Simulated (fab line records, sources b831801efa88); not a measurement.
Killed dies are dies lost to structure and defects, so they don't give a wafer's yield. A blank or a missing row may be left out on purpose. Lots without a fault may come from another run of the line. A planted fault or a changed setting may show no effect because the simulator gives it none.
Which tool did it? | flow gf180mcu | 7 lots, 21 wafers sampled, at 3 steps of a route of 602

WHAT THE GAUGES READ, wafer by wafer
GF_M1_CD_MEAS_14: target cd 230 nm.
lot  | measured     | on        | cd_nm (nm)
L419 | day 17 22:13 | cd_sem-02 | 230.5 230.8 231.5
L421 | day 18 17:01 | cd_sem-02 | 229.3 227.6 228.5
L426 | day 20 13:38 | cd_sem-01 | 229.4 230.5 229.5
L429 | day 21 19:48 | cd_sem-01 | 229.8 229.7 229.7
L431 | day 22 08:03 | cd_sem-02 | 229.1 229.3 228.8
L438 | day 24 13:08 | cd_sem-01 | 230.8 231.0 230.8
L440 | day 25 01:52 | cd_sem-02 | 227.9 229.3 229.8

WHICH TOOL RAN EACH LOT (tool, then ch and the chambers of the sampled wafers, then the start)
lot  | GF_HV_LDD_IMPLANT_35            | GF_M1_SPUTTER_03
L419 | implanter-01 ch 0, day 12 06:01 | pvd_sputter-03, day 16 22:20
L421 | implanter-01 ch 0, day 12 21:34 | pvd_sputter-03, day 17 17:19
L426 | implanter-03 ch 0, day 14 10:59 | pvd_sputter-01, day 19 12:52
L429 | implanter-03 ch 0, day 15 14:16 | pvd_sputter-01, day 20 19:28
L431 | implanter-03 ch 0, day 16 02:56 | pvd_sputter-01, day 21 08:25
L438 | implanter-02 ch 0, day 18 07:37 | pvd_sputter-02, day 23 14:31
L440 | implanter-01 ch 0, day 18 22:14 | pvd_sputter-01, day 24 03:25
- GF_HV_LDD_IMPLANT_35
- GF_M1_SPUTTER_03: material Ti, target thk 10 nm, time 6.7 s.

THE ANSWER, worked out from the rows above alone
Rule: what is usual is taken from the lots themselves. Put in order of their means at a reading, lots are off if they are a third of the lots or fewer, leave a main group of 4 or more, and stand apart from it by a gap of 3 or more times the standard deviation of the main group's means; of several such gaps the widest counts. A main group whose means are all the same, to the digits that the tables above print for the reading, isn't used. A lot without any number at a reading at which 4 lots or more have one is off too. The other lots that the step has rows for count as sound.
No lot is off at any reading shown: from this, nothing can be told.

WHAT THE SIMULATOR HAD PUT IN
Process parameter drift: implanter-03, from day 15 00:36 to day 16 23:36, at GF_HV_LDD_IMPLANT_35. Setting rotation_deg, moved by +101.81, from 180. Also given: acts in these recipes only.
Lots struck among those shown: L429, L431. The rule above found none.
